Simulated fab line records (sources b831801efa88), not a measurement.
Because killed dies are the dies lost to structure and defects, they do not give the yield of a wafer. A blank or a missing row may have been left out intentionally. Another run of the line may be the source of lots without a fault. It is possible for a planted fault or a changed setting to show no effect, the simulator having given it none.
One fault seen from 2 desks -- flow sfq-line -- numbers are kept per desk, each desk with only its own; the story behind them comes last

METROLOGY DESK
What the gauges read, lot by lot, whatever tool the lot ran on: means of the sampled wafers that have a number. A lot is out of limits, marked OUT, if its mean lies more than 4 standard deviations from the usual mean; the brackets give that distance.
Columns: A = I4_OVL at SFQ_I4_OVL_MEAS_928, usual 4 nm; B = J5_OVL at SFQ_JJ_OVL_MEAS_931, usual -5 nm; C = M5_OVL at SFQ_M5_OVL_MEAS_932, usual -1 nm
lot,first seen here,A,B,C
L980,day 47 21:24,14,-11,-9
L981,day 48 09:31,3,-4,-0
L982,day 49 04:44,2,-8,-3
L983,day 50 05:55,5,-8,-5
L984,day 50 13:08,8,-3,-6
L985,day 51 08:19,5,-8,5
L992,day 54 19:50,12,-8,4
L994,day 54 23:25,4,2,-0
L995,day 55 00:37,-0,-5,-1
L996,day 55 01:49,1,-11,-1
L997,day 55 06:11,3,0,-3
L998,day 55 07:22,-4,-1,-1
L999,day 55 08:34,6,-8,3
L100,day 55 09:46,-1,-8,-0
L103,day 55 13:22,6,-7,-4
This desk found nothing out of limits on any of the 15 lots.

DESK OF THE TOOL OWNER: rie-metal-04
The tool's own readings at SFQ_TRILAYER_R5_ETCH_METAL_ETCH_139 (etches the open film in Cl2, stops on SiO2, target depth 60 nm, time 40 s): means of the sampled wafers that have a number, for each lot that ran on this tool. A lot is out of limits, marked OUT, if its mean lies more than 4 standard deviations from the usual mean; the brackets give that distance.
Columns: A = drypump-motor-current-A at SFQ_TRILAYER_R5_ETCH_METAL_ETCH_139, usual 5.7 A; B = oes-product-au at SFQ_TRILAYER_R5_ETCH_METAL_ETCH_139, usual 0.992 a.u.
lot,first seen here,A,B
L980,day 59 00:10,5.8,0.990
L985,day 62 03:01,6.0,0.993
L992,day 68 22:47,6.2,0.857 (-20) OUT
L994,day 69 02:22,6.0,0.851 (-21) OUT
L995,day 69 04:46,5.9,0.864 (-19) OUT
This desk finds L992, L994, L995 out of limits, L992 being first, at day 68 22:47 (oes-product-au at SFQ_TRILAYER_R5_ETCH_METAL_ETCH_139). L980, L985 stayed within limits.

ALL TOGETHER
At day 68 22:47, on L992, L994, L995, the tool owner's desk was in a position to raise an alarm.
Metrology desk: nothing out of limits seen.
The metrology desk holds a record of L992, L994, L995, inside its limits.
Every lot named ran SFQ_TRILAYER_R5_ETCH_METAL_ETCH_139 on rie-metal-04.

WHAT THE SIMULATOR PUT IN
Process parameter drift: rie-metal-04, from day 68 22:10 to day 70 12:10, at SFQ_TRILAYER_R5_ETCH_METAL_ETCH_139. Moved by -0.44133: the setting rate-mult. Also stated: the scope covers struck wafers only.
Struck lots among those shown: L992, L994, L995.
Time in hours from fault onset to the first out-of-limits reading at each desk: the tool owner's desk, 1.
